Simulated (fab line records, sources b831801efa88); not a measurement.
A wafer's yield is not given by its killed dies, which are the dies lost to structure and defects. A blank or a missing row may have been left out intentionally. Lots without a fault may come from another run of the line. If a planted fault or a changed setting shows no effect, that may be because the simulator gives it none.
What tool caused it? ; flow gf180mcu ; Sampling: 24 lots, 72 wafers, 5 of 602 route steps

## WHAT THE GAUGES READ, wafer by wafer
GF_POLY_GATE_CD_MEAS_10: the cd target is 280 nm. Usual: 280.0 nm for cd nm, sd 1.3.
lot;measured;on;cd nm (nm);flag
L075;day 9 13:56;cd sem-02;280.2 280.1 280.0;
L074;day 9 15:48;cd sem-02;277.8 277.0 276.2;
L076;day 9 22:46;cd sem-01;280.0 280.4 279.3;
L077;day 10 06:02;cd sem-01;280.3 280.1 280.8;
L078;day 10 06:07;cd sem-02;279.5 279.6 279.1;
L079;day 10 14:47;cd sem-01;280.5 280.1 280.1;
L080;day 10 22:07;cd sem-01;280.7 280.5 280.7;
L081;day 11 06:43;cd sem-01;277.8 276.6 277.0;
L082;day 11 10:24;cd sem-01;281.1 281.5 281.8;
L083;day 11 15:37;cd sem-01;281.6 279.9 279.7;
L084;day 11 23:11;cd sem-02;279.2 279.2 279.5;
L085;day 12 08:38;cd sem-02;280.7 280.1 280.2;
L086;day 12 09:45;cd sem-02;280.0 280.2 279.9;
L087;day 13 04:52;cd sem-02;279.8 280.7 280.6;
L088;day 13 10:54;cd sem-02;280.9 280.6 280.8;
L089;day 13 20:07;cd sem-02;280.9 281.4 281.7;
L090;day 13 22:50;cd sem-02;281.2 280.4 279.9;
L091;day 14 22:02;cd sem-01;278.9 279.9 280.3;
L092;day 15 07:39;cd sem-02;278.1 278.1 278.4;
L093;day 15 08:00;cd sem-01;279.2 279.3 277.9;
L095;day 15 20:17;cd sem-02;280.8 280.7 280.4;
L094;day 15 23:48;cd sem-02;281.0 281.8 280.0;
L096;day 16 13:10;cd sem-01;279.4 279.6 279.2;
L097;day 16 16:34;cd sem-02;280.6 281.1 279.1;

GF_HV_LDD_CD_MEAS_46: the cd target is 400 nm. Usual: 399.6 nm for cd nm, sd 2.4.
lot;measured;on;cd nm (nm);flag
L075;day 12 19:42;cd sem-02;398.5 397.2 395.5;
L074;day 12 22:54;cd sem-02;399.4 396.6 399.0;
L076;day 13 06:00;cd sem-02;401.3 400.4 400.8;
L077;day 13 13:19;cd sem-01;403.5 403.7 400.3;
L078;day 13 13:59;cd sem-02;402.6 401.8 400.7;
L079;day 14 00:13;cd sem-01;397.0 397.5 399.8;
L080;day 14 05:34;cd sem-01;402.2 402.0 402.5;
L081;day 14 15:55;cd sem-02;400.2 402.4 401.1;
L082;day 14 21:59;cd sem-02;400.1 398.6 398.9;
L083;day 15 05:04;cd sem-02;397.9 396.6 395.0;
L084;day 15 14:10;cd sem-01;401.1 398.3 401.8;
L085;day 15 22:05;cd sem-02;396.1 396.0 395.8;
L086;day 15 22:22;cd sem-02;400.7 398.4 400.7;
L087;day 16 20:48;cd sem-02;402.9 404.0 401.6;
L088;day 17 02:47;cd sem-01;398.1 396.3 396.5;
L089;day 17 12:52;cd sem-02;403.8 405.5 404.9;
L090;day 17 19:14;cd sem-01;398.0 397.5 398.8;
L091;day 18 19:38;cd sem-01;399.0 399.6 397.5;
L092;day 19 05:12;cd sem-01;399.8 399.0 401.0;
L093;day 19 06:29;cd sem-01;398.9 399.0 400.1;
L095;day 19 19:51;cd sem-02;396.0 397.5 396.1;
L094;day 20 01:42;cd sem-01;398.2 398.4 400.0;
L096;day 20 12:08;cd sem-02;402.7 400.0 398.9;
L097;day 20 17:05;cd sem-02;397.4 398.3 398.6;

GF_V4_OVL_MEAS_15. Usual: V4_OVL gives -2 nm (standard deviation 5.2).
lot;measured;on;V4_OVL (nm);flag
L075;day 24 14:40;overlay-01;13 5 4;
L074;day 24 20:15;overlay-02;-9 -13 -4;
L076;day 25 04:43;overlay-01;0 0 -3;
L077;day 25 11:57;overlay-01;-7 0 -5;
L078;day 25 13:13;overlay-02;-6 4 2;
L079;day 25 23:49;overlay-01;-4 -5 -3;
L080;day 26 06:49;overlay-01;-5 3 0;
L081;day 26 16:37;overlay-01;1 -3 5;
L082;day 27 00:11;overlay-01;-7 -10 -7;
L083;day 27 07:11;overlay-01;-17 -7 -13;
L084;day 27 13:35;overlay-01;4 -9 -2;
L085;day 27 22:38;overlay-02;1 1 -1;
L086;day 27 23:19;overlay-02;-3 -8 -4;
L087;day 28 21:28;overlay-02;2 -4 -4;
L088;day 29 00:06;overlay-02;-2 -5 -2;
L089;day 29 06:01;overlay-01;6 4 13;
L090;day 29 11:22;overlay-02;-3 -2 -9;
L091;day 30 08:41;overlay-02;8 -1 -10;
L092;day 30 19:01;overlay-02;-9 -2 8;
L093;day 30 18:15;overlay-01;-2 -7 7;
L095;day 31 03:10;overlay-02;3 1 -4;
L094;day 31 09:25;overlay-01;-6 -5 -2;
L096;day 31 13:37;overlay-02;4 -4 3;
L097;day 31 19:07;overlay-01;-1 -5 -6;

## EACH LOT AND THE TOOL THAT RAN IT (in order: tool; ch and the chambers of the sampled wafers; start)
lot;GF_V2_ETCH_16;GF_M4_SPUTTER_02
L075;rie diel-01 ch 1,2,3, day 20 14:22;pvd sputter-03, day 22 16:32
L074;rie diel-04 ch 0,1, day 20 18:06;pvd sputter-03, day 22 21:35
L076;rie diel-03 ch 0,2,3, day 21 03:06;pvd sputter-03, day 23 06:35
L077;rie diel-03 ch 0,2,3, day 21 12:10;pvd sputter-01, day 23 14:37
L078;rie diel-01 ch 1,2, day 21 13:57;pvd sputter-04, day 23 16:12
L079;rie diel-03 ch 0,3, day 22 01:25;pvd sputter-01, day 24 03:42
L080;rie diel-04 ch 0,1, day 22 08:50;pvd sputter-01, day 24 10:22
L081;rie diel-04 ch 0,2,3, day 22 18:40;pvd sputter-01, day 24 20:32
L082;rie diel-03 ch 2,3, day 23 03:16;pvd sputter-01, day 25 04:34
L083;rie diel-03 ch 0,1,3, day 23 10:35;pvd sputter-03, day 25 11:23
L084;rie diel-04 ch 1,2, day 23 18:03;pvd sputter-04, day 25 18:19
L085;rie diel-04 ch 1,2,3, day 24 03:29;pvd sputter-01, day 26 03:56
L086;rie diel-03 ch 0,1,2, day 24 04:26;pvd sputter-04, day 26 04:17
L087;rie diel-04 ch 0,1,3, day 25 03:54;pvd sputter-01, day 27 03:54
L088;rie diel-01 ch 0,1,2, day 25 08:51;pvd sputter-01, day 27 07:13
L089;rie diel-01 ch 0,1, day 25 14:48;pvd sputter-03, day 27 13:11
L090;rie diel-04 ch 1,2, day 25 20:54;pvd sputter-04, day 27 18:28
L091;rie diel-01 ch 0,1,3, day 26 20:37;pvd sputter-01, day 28 17:40
L092;rie diel-03 ch 0,3, day 27 06:27;pvd sputter-01, day 29 03:17
L093;rie diel-04 ch 0,1,3, day 27 07:08;pvd sputter-03, day 29 03:43
L095;rie diel-03 ch 0,1,2, day 27 16:37;pvd sputter-04, day 29 12:30
L094;rie diel-03 ch 1,2,3, day 28 01:22;pvd sputter-03, day 29 19:16
L096;rie diel-04 ch 0,2, day 28 05:32;pvd sputter-04, day 30 01:05
L097;rie diel-03 ch 0,1,2, day 28 10:44;pvd sputter-04, day 30 05:55
- GF_V2_ETCH_16: etches BARC in N2/H2.
- GF_M4_SPUTTER_02: material AlCu, target thk 450 nm, time 23.9 s.

## WHAT THE TOOLS THEMSELVES READ (means of the sampled wafers that have a number; where no wafer has one, the mark that the record gives instead)
GF_V2_ETCH_16. Usual: drypump motor current A 5.7 A, standard deviation 0.59; oes product au 0.854 a.u., standard deviation 0.0048; throttle valve pct 13.225 %, standard deviation 0.0096.
lot;tool;drypump motor current A (A);oes product au (a.u.);throttle valve pct (%);flag
L075;rie diel-01;5.7;0.857;13.227;
L074;rie diel-04;5.8;0.852;13.224;
L076;rie diel-03;5.1;0.853;13.238;
L077;rie diel-03;5.1;0.859;13.224;
L078;rie diel-01;6.2;0.853;13.227;
L079;rie diel-03;5.0;0.857;13.215;
L080;rie diel-04;5.8;0.853;13.227;
L081;rie diel-04;6.0;0.853;13.221;
L082;rie diel-03;5.2;0.852;13.222;
L083;rie diel-03;5.6;0.849;13.224;
L084;rie diel-04;5.8;0.855;13.227;
L085;rie diel-04;5.8;0.853;13.227;
L086;rie diel-03;5.7;0.854;13.221;
L087;rie diel-04;5.8;0.853;13.231;
L088;rie diel-01;5.9;0.853;13.229;
L089;rie diel-01;5.9;0.853;13.223;
L090;rie diel-04;5.6;0.861;13.226;
L091;rie diel-01;5.7;0.858;13.219;
L092;rie diel-03;5.0;0.859;13.223;
L093;rie diel-04;5.8;0.855;13.227;
L095;rie diel-03;5.6;0.856;13.232;
L094;rie diel-03;5.8;0.857;13.222;
L096;rie diel-04;5.9;0.850;13.224;
L097;rie diel-03;5.6;0.854;13.227;

GF_M4_SPUTTER_02. Usual: 30.2 % for throttle valve pct, sd 1.6.
lot;tool;throttle valve pct (%);flag
L075;pvd sputter-03;29.3;
L074;pvd sputter-03;30.1;
L076;pvd sputter-03;29.3;
L077;pvd sputter-01;30.5;
L078;pvd sputter-04;29.2;
L079;pvd sputter-01;32.6;
L080;pvd sputter-01;31.9;
L081;pvd sputter-01;31.8;
L082;pvd sputter-01;31.1;
L083;pvd sputter-03;29.2;
L084;pvd sputter-04;29.9;
L085;pvd sputter-01;31.6;
L086;pvd sputter-04;29.8;
L087;pvd sputter-01;31.2;
L088;pvd sputter-01;31.4;
L089;pvd sputter-03;28.9;
L090;pvd sputter-04;28.7;
L091;pvd sputter-01;30.4;
L092;pvd sputter-01;30.8;
L093;pvd sputter-03;30.2;
L095;pvd sputter-04;28.5;
L094;pvd sputter-03;28.1;
L096;pvd sputter-04;29.6;
L097;pvd sputter-04;29.5;

## THE ANSWER, worked out from the rows above alone
Rule: lot off if the mean of its wafers having a number is beyond 3 standard deviations from the usual mean. A lot without any number at a reading at which 4 lots or more have one is off too. All remaining lots with rows at the step are treated as sound. The gauges are gone through in route order, then the tools' own readings, and for those a lot's mean is taken as printed above. At the first step where some lot is off, the reading lying furthest off is the one used; lots without a number count as furthest.
No lot is off at any reading shown: from this, nothing can be told.

## WHAT THE SIMULATOR HAD PUT IN
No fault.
